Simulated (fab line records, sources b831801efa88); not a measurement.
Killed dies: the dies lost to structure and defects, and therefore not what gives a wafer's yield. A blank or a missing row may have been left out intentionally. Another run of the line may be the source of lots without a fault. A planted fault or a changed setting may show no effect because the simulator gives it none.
Chamber matching || flow gf180mcu || GF_PASSIVATION_CVD_00 on pecvd-01: 3 sister chambers
The step deposits SiO2 from TEOS, target thk 1000 nm, time 111.95 s. 3 wafers are shown with their chamber, then 11 later ones without.

## WAFERS WITH THEIR CHAMBER
{"wafer": "L083.4", "chamber": 2, "heaterPowerW (W)": 681}
{"wafer": "L083.6", "chamber": 1, "heaterPowerW (W)": 725}
{"wafer": "L089.4", "chamber": 0, "heaterPowerW (W)": 754}

## WAFERS MISSING THEIR CHAMBER
{"wafer": "L089.5", "heaterPowerW (W)": 704}
{"wafer": "L089.6", "heaterPowerW (W)": 595}
{"wafer": "L093.3", "heaterPowerW (W)": 708}
{"wafer": "L093.4", "heaterPowerW (W)": 769}
{"wafer": "L093.5", "heaterPowerW (W)": 604}
{"wafer": "L095.2", "heaterPowerW (W)": 741}
{"wafer": "L095.4", "heaterPowerW (W)": 705}
{"wafer": "L095.6", "heaterPowerW (W)": 742}
{"wafer": "L097.2", "heaterPowerW (W)": 578}
{"wafer": "L097.4", "heaterPowerW (W)": 602}
{"wafer": "L097.5", "heaterPowerW (W)": 769}

## EACH ONE'S CHAMBER
{"wafer": "L089.5", "from the rows above": "can't be placed: 1 or 2 or 0", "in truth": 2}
{"wafer": "L089.6", "from the rows above": "can't be placed: 2 or 1 or 0", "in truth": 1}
{"wafer": "L093.3", "from the rows above": "can't be placed: 1 or 2 or 0", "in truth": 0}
{"wafer": "L093.4", "from the rows above": "can't be placed: 0 or 1 or 2", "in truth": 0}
{"wafer": "L093.5", "from the rows above": "can't be placed: 2 or 1 or 0", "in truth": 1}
{"wafer": "L095.2", "from the rows above": "can't be placed: 0 or 1 or 2", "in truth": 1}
{"wafer": "L095.4", "from the rows above": "can't be placed: 1 or 2 or 0", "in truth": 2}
{"wafer": "L095.6", "from the rows above": "can't be placed: 0 or 1 or 2", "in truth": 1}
{"wafer": "L097.2", "from the rows above": "can't be placed: 2 or 1 or 0", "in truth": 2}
{"wafer": "L097.4", "from the rows above": "can't be placed: 2 or 1 or 0", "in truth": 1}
{"wafer": "L097.5", "from the rows above": "can't be placed: 0 or 1 or 2", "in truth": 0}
0 of 11 placed correctly. From these rows, 11 cannot be placed; in 11 the true chamber is one of the candidates. 0 placed wrongly.
How it was worked out, from the rows above alone: a wafer's distance from a chamber is the root of the sum, over the readings, of the square of ((its reading less the chamber's mean) divided by the reading's scatter). The wafer belongs to the nearest chamber; if the next one is less than 2 further off, it can't be placed. For every chamber, the mean is computed from those of its wafers that are shown. The scatter: root of mean squared gap, hidden wafer to nearest shown wafer, with one shown wafer a chamber.
